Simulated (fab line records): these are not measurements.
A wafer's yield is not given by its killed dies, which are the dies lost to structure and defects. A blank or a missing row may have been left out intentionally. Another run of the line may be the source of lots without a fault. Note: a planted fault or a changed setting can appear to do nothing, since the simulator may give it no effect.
The same fault as seen by 2 desks -- flow sky130 -- every desk sees just its own numbers, and what lay behind them comes last

THE METROLOGY DESK
Lot by lot, what the gauges showed, no matter which tool ran the lot: averages of those sampled wafers that carry a number. If a lot's mean is further than 4 standard deviations from the usual mean, the lot is out of limits and carries the mark OUT (the distance appears in the brackets).
Columns: A = VIA3_W_THK at SKY_VIA3_THK_MEAS_23, usual 393 nm; B = CAP2M_CVD_00_THK at SKY_CAP2M_THK_MEAS_01, usual 15.41 nm
lot,first seen here,A,B
L432,day 38 23:03,398,15.59
L434,day 39 23:34,390,15.63
L433,day 40 05:40,393,15.35
L436,day 40 13:17,399,15.09
L435,day 40 20:01,396,15.45
L438,day 41 09:14,390,15.23
L437,day 41 09:44,386,15.38
L439,day 41 12:09,398,15.45
L440,day 41 18:18,390,15.46
L448,day 44 10:16,391,15.31
L454,day 45 13:08,397,15.55
L455,day 46 01:22,390,15.59
This desk's finding: nothing out of limits on any of the 12 lots.

TOOL OWNER'S DESK, pvd sputter-01
The tool's own readings at SKY_METAL5_SPUTTER_02 (material AlCu, target thk 1150 nm, time 61.2 s): means of the sampled wafers that have a number, for each lot that ran on this tool. If a lot's mean is further than 4 standard deviations from the usual mean, the lot is out of limits and carries the mark OUT (the distance appears in the brackets).
Columns: A = chamber pressure pa at SKY_METAL5_SPUTTER_02, usual 0.4000 Pa; B = throttle valve pct at SKY_METAL5_SPUTTER_02, usual 30.7 %
lot,first seen here,A,B
L432,day 42 02:08,0.4008,32.0
L448,day 47 02:20,0.4269 (+32) OUT,29.4
Finding of this desk: L448 out of limits; the first was L448 at day 47 02:20, on chamber pressure pa at SKY_METAL5_SPUTTER_02. L432 stayed within limits.

TAKEN TOGETHER
At day 47 02:20, on L448, the tool owner's desk was in a position to raise an alarm.
Metrology desk: nothing out of limits seen.
The metrology desk holds a record of L448, inside its limits.
On pvd sputter-01, each named lot ran SKY_METAL5_SPUTTER_02.

WHAT HAD BEEN PUT IN BY THE SIMULATOR
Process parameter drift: pvd sputter-01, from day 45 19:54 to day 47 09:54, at SKY_METAL5_SPUTTER_02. Setting chamber pressure pa shifted by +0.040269 from 0.4. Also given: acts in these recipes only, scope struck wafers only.
Struck lots among those shown: L448.
Delay in hours, fault start to first out-of-limits reading, by desk: the tool owner's desk at 30.
